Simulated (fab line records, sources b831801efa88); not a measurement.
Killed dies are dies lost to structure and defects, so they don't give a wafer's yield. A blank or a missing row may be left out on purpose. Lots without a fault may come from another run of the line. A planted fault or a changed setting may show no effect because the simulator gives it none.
A struck lot beside a sound one | flow gf180mcu | 16 steps out of a route of 602
Sound: wafers L609.2, L609.3, L609.5. Struck: wafers L621.1, L621.5. (L621.6 of the same lot was not struck and is left out.) The cause comes at the end.
At each step with rows: each side's tool, then ch and its chambers, then its first start. Under that, the readings that differ: sound wafers | struck wafers | difference of the means | sigmas: that difference in standard deviations of wafers without a fault.
alike: readings whose means differ by less than 2 such deviations, and words and numbers that are the same on both sides. not compared: withheld readings, readings that some wafer has no value for, bounds like >300 that may hide the same value, and numbers for which the record gives no deviation and whose values overlap.
The two part at a step that has a row with sigmas, a row that says differs or no value, or rows on one side only. Numbers that don't overlap but have no deviation are shown without sigmas and don't part them. A reading that every wafer of one side lacks parts them only if that side has two wafers or more.

GF_M1_SPUTTER_04: material TiN, target thk 50 nm, time 41.7 s.
  sound on pvd_sputter-04, day 16 07:19; struck on pvd_sputter-01, day 20 10:35
  alike: throttle_valve_pct
GF_M1_RS_MEAS_05: measures by four-point-probe.
  sound on film_metro-02, day 16 07:23; struck on film_metro-02, day 20 10:37
  alike: M1_ALCU_RS
GF_M1_THK_MEAS_06: measures by xrf.
  sound on film_metro-02, day 16 07:29; struck on film_metro-02, day 20 10:44
  alike: M1_ALCU_THK
then, 7 steps without rows for these wafers: GF_M1_DEHYDRATE_07 (time 60 s); GF_M1_HMDS_08 (prime time 60 s); GF_M1_COAT_09 (resist thk 1000 nm); GF_M1_SOFTBAKE_10 (time 60 s); GF_M1_EXPOSE_11 (exposes mask Metal1, target cd 230 nm); GF_M1_PEB_12 (peb time 90 s); GF_M1_DEVELOP_13 (develop time 60 s).
GF_M1_CD_MEAS_14: target cd 230 nm.
  sound on cd_sem-02, day 17 05:54; struck on cd_sem-01, day 21 10:32
  reading    | sound             | struck      | difference | sigmas
  cd_nm (nm) | 228.2 227.7 227.3 | 230.2 230.1 | +2.4       | +2
GF_M1_OVL_MEAS_15:
  sound on overlay-02, day 17 06:00; struck on overlay-01, day 21 10:39
  alike: M1_OVL
GF_M1_METAL_ETCH_16: etches the open film in Cl2/BCl3, stops on SiO2, target depth 627.5 nm, time 104.6 s.
  sound on rie_metal-03 ch 0, day 17 06:02; struck on rie_metal-03 ch 1, day 21 10:41
  reading                             | sound                | struck        | difference | sigmas
  oes_product_au (a.u.)               | 0.971 0.971 0.971    | 0.792 0.793   | -0.178     | -26
  throttle_valve_pct (%)              | 28.241 28.243 28.256 | 28.442 28.450 | +0.199     | +20
  model.M1.feature_depth_nm (nm)      | 600.6 606.3 603.8    | 421.6 420.8   | -182.4     |
  model.etch.depth_nm (nm)            | 600.6 606.3 603.8    | 421.6 420.8   | -182.4     |
  model.KrF_of_M1_COAT_09.thk_nm (nm) | 735.5 732.6 730      | 814.4 816.4   | +82.7      |
  alike: drypump_motor_current_A
  not compared: rf_hours_counter_h
GF_M1_STRIP_17: strips in O2/N2.
  sound on plasma_asher-03 ch 0, day 17 06:09; struck on plasma_asher-03 ch 0,1, day 21 10:47
  reading                      | sound             | struck      | difference | sigmas
  oes_product_au (a.u.)        | 0.567 0.554 0.562 | 0.587 0.588 | +0.026     | +6
  strip_time_to_endpoint_s (s) | 7.89 7.85 7.81    | 8.64 8.65   | +0.79      | +20
  alike: drypump_motor_current_A, heater_power_w
  not compared: rf_hours_counter_h
then, 1 step without rows for these wafers: GF_M1_STRIP_18 (strips in post etch residue remover, time 1200 s).
-- the record jumps here: 11 days lie between the struck wafers' starts before and after (it left off in module M1 and takes up again in module PASSIVATION, whose first step shown is number 602 of the route) --
GF_PASSIVATION_PROBE_99:
  sound on prober-02, day 29 05:51; struck on prober-02, day 32 09:59
  reading                                | sound | struck | difference | sigmas
  model.etest.nmos_6p0_nat.short         | 0 0 0 | 1 1    | +1         |
  model.etest.ring_6p0.no_ring           | 0 0 0 | 1 1    | +1         |
  model.etest.nplus_sal.short            | 0 0 0 | 1 1    | +1         |
  model.etest.iso_pplus_pwell.over_limit | 0 0 0 | 1 1    | +1         |
  model.etest.met_top.short              | 0 0 0 | 1 1    | +1         |
  model.etest.via5_chain.short           | 0 0 0 | 1 1    | +1         |
  model.etest.met2_comb.over_limit       | 0 0 0 | 1 1    | +1         |
  model.etest.nmos_3p3.over_limit        | 0 0 0 | 1 1    | +1         |

WHERE THEY PART
First at GF_M1_CD_MEAS_14; last, within this record, at GF_M1_STRIP_17.

WHY: what the simulator had put in
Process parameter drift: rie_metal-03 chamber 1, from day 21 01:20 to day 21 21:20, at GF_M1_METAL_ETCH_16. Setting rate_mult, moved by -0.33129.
